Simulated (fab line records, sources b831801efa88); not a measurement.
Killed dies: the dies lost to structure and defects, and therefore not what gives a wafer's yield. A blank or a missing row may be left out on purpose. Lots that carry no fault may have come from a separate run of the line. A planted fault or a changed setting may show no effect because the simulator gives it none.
Which tool is to blame? :: flow sky130 :: 11 lots with 31 wafers sampled at 5 steps, on a route of 708 steps

## WHAT THE GAUGES SHOWED, per wafer
SKY_CONTACT_THK_MEAS_03.
lot: L567
measured: day 29 00:46
on: film-metro-03
CONTACT_HDPCVD_THK (nm): 569 563 562

lot: L569
measured: day 31 08:34
on: film-metro-01
CONTACT_HDPCVD_THK (nm): 558 556 554

lot: L570
measured: day 32 07:16
on: film-metro-03
CONTACT_HDPCVD_THK (nm): 558 562 555

lot: L574
measured: day 33 10:58
on: film-metro-03
CONTACT_HDPCVD_THK (nm): 567 562 552

lot: L576
measured: day 34 03:07
on: film-metro-01
CONTACT_HDPCVD_THK (nm): 556 497 557 497

lot: L578
measured: day 34 13:35
on: film-metro-01
CONTACT_HDPCVD_THK (nm): 498 504 498 504

lot: L586
measured: day 36 18:07
on: film-metro-04
CONTACT_HDPCVD_THK (nm): 557 568 564

lot: L587
measured: day 37 08:38
on: film-metro-03
CONTACT_HDPCVD_THK (nm): 568 564 567

lot: L588
measured: day 38 04:23
on: film-metro-03
CONTACT_HDPCVD_THK (nm): 559 562 558

lot: L589
measured: day 38 06:56
on: film-metro-01
CONTACT_HDPCVD_THK (nm): 566 557 563

lot: L590
measured: day 38 10:41
on: film-metro-03
CONTACT_HDPCVD_THK (nm): 564 562 559

SKY_CONTACT_OVL_MEAS_15.
lot: L567
measured: day 30 06:07
on: overlay-01
CONTACT_OVL (nm): 1 8 0

lot: L569
measured: day 32 11:36
on: overlay-02
CONTACT_OVL (nm): -3 2 -5

lot: L570
measured: day 33 08:58
on: overlay-01
CONTACT_OVL (nm): -3 5 -1

lot: L574
measured: day 34 10:40
on: overlay-01
CONTACT_OVL (nm): -9 2 -1

lot: L576
measured: day 35 05:13
on: overlay-02
CONTACT_OVL (nm): -1 -4

lot: L578
measured: day 35 17:10
on: overlay-01
CONTACT_OVL (nm): -5 -7

lot: L586
measured: day 37 20:11
on: overlay-01
CONTACT_OVL (nm): -6 -6 -1

lot: L587
measured: day 38 09:56
on: overlay-01
CONTACT_OVL (nm): 5 3 7

lot: L588
measured: day 39 06:30
on: overlay-02
CONTACT_OVL (nm): -3 -10 -6

lot: L589
measured: day 39 10:06
on: overlay-01
CONTACT_OVL (nm): 0 2 1

lot: L590
measured: day 39 13:38
on: overlay-02
CONTACT_OVL (nm): 0 -7 1

## WHAT TOOL EACH LOT RAN ON (gives the tool, then ch and the chambers of the sampled wafers, and finally the start)
lot: L567
SKY_LI_CONTACT_ETCH_15: rie-diel-02 ch 0,1, day 27 17:01
SKY_CONTACT_HDPCVD_02: hdpcvd-02 ch 1,2, day 29 00:43
SKY_CONTACT_CMP_04: cmp-01 ch 0,2, day 29 00:53

lot: L569
SKY_LI_CONTACT_ETCH_15: rie-diel-03 ch 0,1,3, day 30 01:51
SKY_CONTACT_HDPCVD_02: hdpcvd-02 ch 0,1,2, day 31 08:29
SKY_CONTACT_CMP_04: cmp-02 ch 0,2, day 31 08:40

lot: L570
SKY_LI_CONTACT_ETCH_15: rie-diel-04 ch 2,3, day 31 01:51
SKY_CONTACT_HDPCVD_02: hdpcvd-01 ch 0,1,2, day 32 07:12
SKY_CONTACT_CMP_04: cmp-01 ch 0,1, day 32 07:20

lot: L574
SKY_LI_CONTACT_ETCH_15: rie-diel-02 ch 0,1,3, day 32 07:04
SKY_CONTACT_HDPCVD_02: hdpcvd-02 ch 0,1,2, day 33 10:53
SKY_CONTACT_CMP_04: cmp-01 ch 0,1, day 33 11:04

lot: L576
SKY_LI_CONTACT_ETCH_15: rie-diel-02 ch 1,2, day 33 00:45
SKY_CONTACT_HDPCVD_02: hdpcvd-01 ch 1,2, day 34 03:02
SKY_CONTACT_CMP_04: cmp-02 ch 0,3, day 34 07:14

lot: L578
SKY_LI_CONTACT_ETCH_15: rie-diel-02 ch 0,2, day 33 12:01
SKY_CONTACT_HDPCVD_02: hdpcvd-01 ch 0,2, day 34 13:30
SKY_CONTACT_CMP_04: cmp-02 ch 0,2, day 34 15:44

lot: L586
SKY_LI_CONTACT_ETCH_15: rie-diel-03 ch 2,3, day 35 14:53
SKY_CONTACT_HDPCVD_02: hdpcvd-02 ch 0,1,2, day 36 18:03
SKY_CONTACT_CMP_04: cmp-01 ch 1,2,3, day 36 18:11

lot: L587
SKY_LI_CONTACT_ETCH_15: rie-diel-04 ch 0,1,3, day 36 05:22
SKY_CONTACT_HDPCVD_02: hdpcvd-02 ch 0,1, day 37 08:32
SKY_CONTACT_CMP_04: cmp-01 ch 1,2,3, day 37 08:41

lot: L588
SKY_LI_CONTACT_ETCH_15: rie-diel-03 ch 0,1,3, day 37 00:07
SKY_CONTACT_HDPCVD_02: hdpcvd-01 ch 1,2, day 38 04:19
SKY_CONTACT_CMP_04: cmp-01 ch 0,1,3, day 38 04:29

lot: L589
SKY_LI_CONTACT_ETCH_15: rie-diel-03 ch 0,1, day 37 02:39
SKY_CONTACT_HDPCVD_02: hdpcvd-02 ch 1,2, day 38 06:52
SKY_CONTACT_CMP_04: cmp-01 ch 1,2, day 38 07:00

lot: L590
SKY_LI_CONTACT_ETCH_15: rie-diel-02 ch 1,2, day 37 07:18
SKY_CONTACT_HDPCVD_02: hdpcvd-01 ch 0,1,2, day 38 10:37
SKY_CONTACT_CMP_04: cmp-02 ch 1,2, day 38 10:45
- SKY_LI_CONTACT_ETCH_15: etches PSG in C4F8/O2/Ar, stops on Si, target depth 600 nm.
- SKY_CONTACT_HDPCVD_02: deposits SiO2, target thk 565 nm, time 94.2 s.
- SKY_CONTACT_CMP_04: polishes SiO2.

## WHAT THE TOOLS THEMSELVES READ (means of the sampled wafers that have a number; where no wafer has one, the mark that the record gives instead)
SKY_LI_CONTACT_ETCH_15.
lot: L567
tool: rie-diel-02
oes-product-au (a.u.): 0.833

lot: L569
tool: rie-diel-03
oes-product-au (a.u.): 0.839

lot: L570
tool: rie-diel-04
oes-product-au (a.u.): 0.835

lot: L574
tool: rie-diel-02
oes-product-au (a.u.): 0.838

lot: L576
tool: rie-diel-02
oes-product-au (a.u.): 0.837

lot: L578
tool: rie-diel-02
oes-product-au (a.u.): 0.832

lot: L586
tool: rie-diel-03
oes-product-au (a.u.): 0.837

lot: L587
tool: rie-diel-04
oes-product-au (a.u.): 0.834

lot: L588
tool: rie-diel-03
oes-product-au (a.u.): 0.835

lot: L589
tool: rie-diel-03
oes-product-au (a.u.): 0.839

lot: L590
tool: rie-diel-02
oes-product-au (a.u.): 0.835

SKY_CONTACT_HDPCVD_02.
lot: L567
tool: hdpcvd-02
run-length-s (s): 122.7

lot: L569
tool: hdpcvd-02
run-length-s (s): 122.3

lot: L570
tool: hdpcvd-01
run-length-s (s): 122.1

lot: L574
tool: hdpcvd-02
run-length-s (s): 122.2

lot: L576
tool: hdpcvd-01
run-length-s (s): 117.3

lot: L578
tool: hdpcvd-01
run-length-s (s): 111.2

lot: L586
tool: hdpcvd-02
run-length-s (s): 122.5

lot: L587
tool: hdpcvd-02
run-length-s (s): 122.0

lot: L588
tool: hdpcvd-01
run-length-s (s): 122.5

lot: L589
tool: hdpcvd-02
run-length-s (s): 122.7

lot: L590
tool: hdpcvd-01
run-length-s (s): 122.1

SKY_CONTACT_CMP_04.
lot: L567
tool: cmp-01
edge-zone-pressure-frac: 0.999
motor-current-A (A): 11.8
time-to-endpoint-s (s): 86

lot: L569
tool: cmp-02
edge-zone-pressure-frac: 1.000
motor-current-A (A): 13.1
time-to-endpoint-s (s): 76

lot: L570
tool: cmp-01
edge-zone-pressure-frac: 1.002
motor-current-A (A): 11.5
time-to-endpoint-s (s): 83

lot: L574
tool: cmp-01
edge-zone-pressure-frac: 0.998
motor-current-A (A): 11.5
time-to-endpoint-s (s): 80

lot: L576
tool: cmp-02
edge-zone-pressure-frac: 0.999
motor-current-A (A): 12.9
time-to-endpoint-s (s): 68

lot: L578
tool: cmp-02
edge-zone-pressure-frac: 0.997
motor-current-A (A): 13.1
time-to-endpoint-s (s): 56

lot: L586
tool: cmp-01
edge-zone-pressure-frac: 1.000
motor-current-A (A): 12.2
time-to-endpoint-s (s): 85

lot: L587
tool: cmp-01
edge-zone-pressure-frac: 0.999
motor-current-A (A): 12.7
time-to-endpoint-s (s): 85

lot: L588
tool: cmp-01
edge-zone-pressure-frac: 1.001
motor-current-A (A): 11.7
time-to-endpoint-s (s): 82

lot: L589
tool: cmp-01
edge-zone-pressure-frac: 1.002
motor-current-A (A): 11.8
time-to-endpoint-s (s): 86

lot: L590
tool: cmp-02
edge-zone-pressure-frac: 1.000
motor-current-A (A): 12.7
time-to-endpoint-s (s): 81

## THE ANSWER, worked out from the rows above alone
Rule: what is usual is taken from the lots themselves. The widest of any qualifying gaps counts: lots, ordered by their means at a reading, are off when they make up no more than a third of the lots, leave a main group of 4 or more, and stand apart from it by 3 or more times the standard deviation of that group's means. The tables above print the reading to a certain number of digits; a main group whose means all agree to those digits is not used. Also off: a lot with no number at a reading for which 4 or more lots have one. Where the step has rows for the other lots, those lots are counted as sound. The gauges are gone through in route order, then the tools' own readings, and for those a lot's mean is taken as printed above. At the first step where some lot is off, the reading lying furthest off is the one used; lots without a number count as furthest.
Off: at SKY_CONTACT_THK_MEAS_03 (CONTACT_HDPCVD_THK), L576, L578. The main group: mean 561 nm, standard deviation 3.
If a tool, at a process step before that reading, ran all the lots that are off and no sound lot after the first of them, it fits. The gauges at SKY_CONTACT_THK_MEAS_03 aren't tried: what is off there is off at SKY_CONTACT_HDPCVD_02 too, on other tools, and a gauge's error can't cause that. Of those tried, none fits.

## WHAT THE SIMULATOR PUT IN
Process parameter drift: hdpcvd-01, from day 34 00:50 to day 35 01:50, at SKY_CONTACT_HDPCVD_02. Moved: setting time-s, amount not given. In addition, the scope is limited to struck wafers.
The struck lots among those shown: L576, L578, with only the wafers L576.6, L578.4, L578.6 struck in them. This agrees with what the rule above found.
